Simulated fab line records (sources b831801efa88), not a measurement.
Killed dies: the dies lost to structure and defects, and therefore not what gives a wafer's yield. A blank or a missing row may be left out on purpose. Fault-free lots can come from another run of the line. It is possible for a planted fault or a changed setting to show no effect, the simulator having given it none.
What tool caused it? / flow gf180mcu / 12 lots, 36 wafers sampled, at 5 steps of a route of 602

== WHAT THE GAUGES READ, wafer by wafer ==
GF_MIM_THK_MEAS_06.
lot=L960; measured=day 24 13:08; on=filmMetro-01; MIM_CVD_05_THK (nm)=41.8 43.3 42.7
lot=L961; measured=day 24 19:20; on=filmMetro-01; MIM_CVD_05_THK (nm)=41.5 41.7 42.8
lot=L962; measured=day 25 05:22; on=filmMetro-02; MIM_CVD_05_THK (nm)=42.2 41.7 42.9
lot=L963; measured=day 25 17:46; on=filmMetro-03; MIM_CVD_05_THK (nm)=40.8 41.0 41.4
lot=L964; measured=day 25 23:58; on=filmMetro-01; MIM_CVD_05_THK (nm)=41.7 41.3 42.7
lot=L965; measured=day 26 08:30; on=filmMetro-02; MIM_CVD_05_THK (nm)=41.8 42.2 42.5
lot=L966; measured=day 26 18:28; on=filmMetro-02; MIM_CVD_05_THK (nm)=42.0 42.1 42.4
lot=L973; measured=day 28 22:32; on=filmMetro-02; MIM_CVD_05_THK (nm)=42.0 44.1 42.7
lot=L978; measured=day 30 01:44; on=filmMetro-02; MIM_CVD_05_THK (nm)=41.2 41.5 41.9
lot=L980; measured=day 30 18:49; on=filmMetro-01; MIM_CVD_05_THK (nm)=41.2 41.2 41.5
lot=L982; measured=day 31 02:44; on=filmMetro-03; MIM_CVD_05_THK (nm)=41.9 42.1 42.2
lot=L983; measured=day 31 11:10; on=filmMetro-02; MIM_CVD_05_THK (nm)=41.6 41.8 42.4

== TOOL THAT RAN EACH LOT (tool first, then ch and the chambers of the sampled wafers, then the start) ==
lot=L960; GF_V4_SPUTTER_21=pvdSputter-03, day 24 12:11; GF_MIM_SPUTTER_00=pvdSputter-04, day 24 12:53; GF_MIM_SPUTTER_04=pvdSputter-04, day 24 13:04; GF_MIM_CVD_05=pecvd-02 ch 0,1, day 24 13:07
lot=L961; GF_V4_SPUTTER_21=pvdSputter-03, day 24 18:23; GF_MIM_SPUTTER_00=pvdSputter-02, day 24 19:05; GF_MIM_SPUTTER_04=pvdSputter-02, day 24 19:16; GF_MIM_CVD_05=pecvd-04 ch 0,1,2, day 24 19:18
lot=L962; GF_V4_SPUTTER_21=pvdSputter-03, day 25 04:25; GF_MIM_SPUTTER_00=pvdSputter-02, day 25 05:07; GF_MIM_SPUTTER_04=pvdSputter-02, day 25 05:17; GF_MIM_CVD_05=pecvd-04 ch 0,1,2, day 25 05:20
lot=L963; GF_V4_SPUTTER_21=pvdSputter-03, day 25 16:47; GF_MIM_SPUTTER_00=pvdSputter-04, day 25 17:29; GF_MIM_SPUTTER_04=pvdSputter-04, day 25 17:40; GF_MIM_CVD_05=pecvd-04 ch 0,2, day 25 17:43
lot=L964; GF_V4_SPUTTER_21=pvdSputter-01, day 25 22:59; GF_MIM_SPUTTER_00=pvdSputter-02, day 25 23:41; GF_MIM_SPUTTER_04=pvdSputter-02, day 25 23:52; GF_MIM_CVD_05=pecvd-03 ch 0,2, day 25 23:56
lot=L965; GF_V4_SPUTTER_21=pvdSputter-03, day 26 07:28; GF_MIM_SPUTTER_00=pvdSputter-03, day 26 08:15; GF_MIM_SPUTTER_04=pvdSputter-03, day 26 08:26; GF_MIM_CVD_05=pecvd-03 ch 0,1,2, day 26 08:28
lot=L966; GF_V4_SPUTTER_21=pvdSputter-04, day 26 17:31; GF_MIM_SPUTTER_00=pvdSputter-02, day 26 18:13; GF_MIM_SPUTTER_04=pvdSputter-02, day 26 18:23; GF_MIM_CVD_05=pecvd-04 ch 0,1,2, day 26 18:26
lot=L973; GF_V4_SPUTTER_21=pvdSputter-04, day 28 21:14; GF_MIM_SPUTTER_00=pvdSputter-02, day 28 22:16; GF_MIM_SPUTTER_04=pvdSputter-02, day 28 22:27; GF_MIM_CVD_05=pecvd-02 ch 0,1, day 28 22:29
lot=L978; GF_V4_SPUTTER_21=pvdSputter-03, day 30 00:48; GF_MIM_SPUTTER_00=pvdSputter-02, day 30 01:29; GF_MIM_SPUTTER_04=pvdSputter-02, day 30 01:40; GF_MIM_CVD_05=pecvd-03 ch 0,2, day 30 01:43
lot=L980; GF_V4_SPUTTER_21=pvdSputter-01, day 30 17:52; GF_MIM_SPUTTER_00=pvdSputter-03, day 30 18:34; GF_MIM_SPUTTER_04=pvdSputter-03, day 30 18:45; GF_MIM_CVD_05=pecvd-03 ch 0,2, day 30 18:47
lot=L982; GF_V4_SPUTTER_21=pvdSputter-01, day 31 01:47; GF_MIM_SPUTTER_00=pvdSputter-03, day 31 02:29; GF_MIM_SPUTTER_04=pvdSputter-03, day 31 02:40; GF_MIM_CVD_05=pecvd-02 ch 0,2, day 31 02:42
lot=L983; GF_V4_SPUTTER_21=pvdSputter-04, day 31 10:13; GF_MIM_SPUTTER_00=pvdSputter-04, day 31 10:54; GF_MIM_SPUTTER_04=pvdSputter-04, day 31 11:05; GF_MIM_CVD_05=pecvd-03 ch 0,1,2, day 31 11:07
- GF_V4_SPUTTER_21: material Ti, target thk 15 nm, time 80.02 s.
- GF_MIM_SPUTTER_00: material Ti, target thk 37.5 nm, time 150 s.
- GF_MIM_SPUTTER_04: material TiN, target thk 50 nm, time 41.7 s.
- GF_MIM_CVD_05: deposits Si3N4, target thk 42 nm, time 29.086 s.

== AS READ BY THE TOOLS THEMSELVES (means over the sampled wafers that have a number; for cases with no such wafer, the mark the record gives instead) ==
GF_V4_SPUTTER_21.
lot=L960; tool=pvdSputter-03; cathodeDcPowerW (W)=2500.1; throttleValvePct (%)=29.4
lot=L961; tool=pvdSputter-03; cathodeDcPowerW (W)=2500.2; throttleValvePct (%)=29.7
lot=L962; tool=pvdSputter-03; cathodeDcPowerW (W)=2499.9; throttleValvePct (%)=29.3
lot=L963; tool=pvdSputter-03; cathodeDcPowerW (W)=2500.1; throttleValvePct (%)=29.5
lot=L964; tool=pvdSputter-01; cathodeDcPowerW (W)=2500.3; throttleValvePct (%)=30.9
lot=L965; tool=pvdSputter-03; cathodeDcPowerW (W)=2500.1; throttleValvePct (%)=29.6
lot=L966; tool=pvdSputter-04; cathodeDcPowerW (W)=2500.2; throttleValvePct (%)=29.4
lot=L973; tool=pvdSputter-04; cathodeDcPowerW (W)=2499.6; throttleValvePct (%)=30.1
lot=L978; tool=pvdSputter-03; cathodeDcPowerW (W)=2499.9; throttleValvePct (%)=29.6
lot=L980; tool=pvdSputter-01; cathodeDcPowerW (W)=2500.0; throttleValvePct (%)=30.6
lot=L982; tool=pvdSputter-01; cathodeDcPowerW (W)=2500.0; throttleValvePct (%)=30.1
lot=L983; tool=pvdSputter-04; cathodeDcPowerW (W)=2500.0; throttleValvePct (%)=29.0

GF_MIM_SPUTTER_00.
lot=L960; tool=pvdSputter-04; cathodeDcPowerW (W)=4000.0; throttleValvePct (%)=29.4
lot=L961; tool=pvdSputter-02; cathodeDcPowerW (W)=3999.9; throttleValvePct (%)=30.1
lot=L962; tool=pvdSputter-02; cathodeDcPowerW (W)=3999.6; throttleValvePct (%)=30.6
lot=L963; tool=pvdSputter-04; cathodeDcPowerW (W)=4000.4; throttleValvePct (%)=28.8
lot=L964; tool=pvdSputter-02; cathodeDcPowerW (W)=4000.8; throttleValvePct (%)=30.5
lot=L965; tool=pvdSputter-03; cathodeDcPowerW (W)=4000.0; throttleValvePct (%)=29.2
lot=L966; tool=pvdSputter-02; cathodeDcPowerW (W)=4000.3; throttleValvePct (%)=30.7
lot=L973; tool=pvdSputter-02; cathodeDcPowerW (W)=4000.5; throttleValvePct (%)=30.7
lot=L978; tool=pvdSputter-02; cathodeDcPowerW (W)=4000.4; throttleValvePct (%)=30.6
lot=L980; tool=pvdSputter-03; cathodeDcPowerW (W)=3999.9; throttleValvePct (%)=29.6
lot=L982; tool=pvdSputter-03; cathodeDcPowerW (W)=4000.0; throttleValvePct (%)=29.7
lot=L983; tool=pvdSputter-04; cathodeDcPowerW (W)=3999.9; throttleValvePct (%)=29.7

GF_MIM_SPUTTER_04.
lot=L960; tool=pvdSputter-04; cathodeDcPowerW (W)=6500.0; throttleValvePct (%)=29.5
lot=L961; tool=pvdSputter-02; cathodeDcPowerW (W)=6500.5; throttleValvePct (%)=30.2
lot=L962; tool=pvdSputter-02; cathodeDcPowerW (W)=6500.3; throttleValvePct (%)=30.4
lot=L963; tool=pvdSputter-04; cathodeDcPowerW (W)=6499.5; throttleValvePct (%)=28.9
lot=L964; tool=pvdSputter-02; cathodeDcPowerW (W)=6500.7; throttleValvePct (%)=30.8
lot=L965; tool=pvdSputter-03; cathodeDcPowerW (W)=6501.0; throttleValvePct (%)=29.2
lot=L966; tool=pvdSputter-02; cathodeDcPowerW (W)=6500.1; throttleValvePct (%)=30.8
lot=L973; tool=pvdSputter-02; cathodeDcPowerW (W)=6500.4; throttleValvePct (%)=30.6
lot=L978; tool=pvdSputter-02; cathodeDcPowerW (W)=6500.0; throttleValvePct (%)=30.8
lot=L980; tool=pvdSputter-03; cathodeDcPowerW (W)=6500.4; throttleValvePct (%)=29.5
lot=L982; tool=pvdSputter-03; cathodeDcPowerW (W)=6500.0; throttleValvePct (%)=29.9
lot=L983; tool=pvdSputter-04; cathodeDcPowerW (W)=6500.2; throttleValvePct (%)=29.8

GF_MIM_CVD_05.
lot=L960; tool=pecvd-02; heaterPowerW (W)=667
lot=L961; tool=pecvd-04; heaterPowerW (W)=589
lot=L962; tool=pecvd-04; heaterPowerW (W)=601
lot=L963; tool=pecvd-04; heaterPowerW (W)=606
lot=L964; tool=pecvd-03; heaterPowerW (W)=607
lot=L965; tool=pecvd-03; heaterPowerW (W)=618
lot=L966; tool=pecvd-04; heaterPowerW (W)=583
lot=L973; tool=pecvd-02; heaterPowerW (W)=645
lot=L978; tool=pecvd-03; heaterPowerW (W)=669
lot=L980; tool=pecvd-03; heaterPowerW (W)=664
lot=L982; tool=pecvd-02; heaterPowerW (W)=584
lot=L983; tool=pecvd-03; heaterPowerW (W)=612

== THE ANSWER, worked out from the rows above alone ==
Rule: usual is defined by the lots themselves. Put in order of their means at a reading, lots are off if they are a third of the lots or fewer, leave a main group of 4 or more, and stand apart from it by a gap of 3 or more times the standard deviation of the main group's means; of several such gaps the widest counts. A main group is skipped when, at the precision printed for the reading in the tables above, its means are all equal. Also off: a lot with no number at a reading for which 4 or more lots have one. The other lots that the step has rows for count as sound. The gauges are gone through in route order, then the tools' own readings, and for those a lot's mean is taken as printed above. The first step at which some lot is off is used, and at that step the reading that is off furthest; a lot without a number counts as furthest.
Nothing can be told from this: no lot is off at any reading shown.

== WHAT THE SIMULATOR HAD PUT IN ==
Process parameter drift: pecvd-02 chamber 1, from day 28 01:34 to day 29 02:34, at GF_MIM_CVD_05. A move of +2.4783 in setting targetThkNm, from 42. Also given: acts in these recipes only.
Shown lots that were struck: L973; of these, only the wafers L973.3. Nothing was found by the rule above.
